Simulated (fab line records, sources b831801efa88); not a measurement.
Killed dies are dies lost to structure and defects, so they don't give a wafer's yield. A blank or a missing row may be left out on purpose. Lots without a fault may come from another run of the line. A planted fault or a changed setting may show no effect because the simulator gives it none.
One fault seen from 2 desks | flow sky130 | each desk has only its own numbers; what lay behind them comes last

THE TOOL OWNER'S DESK: plasma_asher-04
The tool's own readings at SKY_SONOS_ONO_STRIP_17 (strips in O2/N2): means of the sampled wafers that have a number, for each lot that ran on this tool. A lot is out of limits, marked OUT, if its mean lies more than 4 standard deviations from the usual mean; the brackets give that distance.
Columns: A = drypump_motor_current_A at SKY_SONOS_ONO_STRIP_17, usual 5.7 A; B = oes_product_au at SKY_SONOS_ONO_STRIP_17, usual 0.710 a.u.; C = strip_time_to_endpoint_s at SKY_SONOS_ONO_STRIP_17, usual 14.12 s
lot  | first seen here | A   | B               | C
L786 | day 12 16:37    | 5.7 | 0.710           | 14.08
L787 | day 13 01:56    | 5.8 | 0.709           | 14.15
L794 | day 15 17:26    | 5.7 | 0.713           | 14.08
L795 | day 15 20:25    | 5.7 | 0.878 (+39) OUT | -
L801 | day 18 15:18    | 5.8 | 0.714           | 14.09
L803 | day 18 18:34    | 5.8 | 0.713           | 14.02
L804 | day 18 18:40    | 5.7 | 0.712           | 14.08
L807 | day 19 18:01    | 5.7 | 0.706           | 14.11
This desk's finding: out of limits on L795; first on L795, day 15 20:25 (oes_product_au at SKY_SONOS_ONO_STRIP_17). In limits: L786, L787, L794, L801, L803, L804, L807.

THE METROLOGY DESK
What the gauges read, lot by lot, whatever tool the lot ran on: means of the sampled wafers that have a number. A lot is out of limits, marked OUT, if its mean lies more than 4 standard deviations from the usual mean; the brackets give that distance.
Columns: A = SONOS_ONO_OVL at SKY_SONOS_ONO_OVL_MEAS_14, usual 0.0 nm
lot  | first seen here | A
L786 | day 12 16:29    | 0.3
L787 | day 13 01:47    | -0.8
L790 | day 14 00:56    | 0.6
L793 | day 15 11:23    | -0.1
L794 | day 15 17:17    | 1.1
L795 | day 15 20:14    | -0.8
L802 | day 18 14:53    | 1.0
L801 | day 18 15:08    | 1.7
L803 | day 18 18:24    | -1.8
L804 | day 18 18:32    | 1.4
L805 | day 19 02:27    | -1.4
L807 | day 19 17:53    | 0.1
L809 | day 20 12:59    | -1.5
This desk's finding: nothing out of limits on any of the 13 lots.

PUT TOGETHER
The tool owner's desk could have raised an alarm at day 15 20:25, on L795.
The metrology desk saw nothing out of limits.
The metrology desk has L795 on record, within its limits.
Of the lots named, all ran SKY_SONOS_ONO_STRIP_17 on plasma_asher-04.

WHAT THE SIMULATOR HAD PUT IN
Strip aborted: plasma_asher-04, from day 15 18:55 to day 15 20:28, at SKY_SONOS_ONO_STRIP_17. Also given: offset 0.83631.
Lots struck among those shown: L795.
Hours from the fault's start to each desk's first reading out of limits: the tool owner's desk, 2.
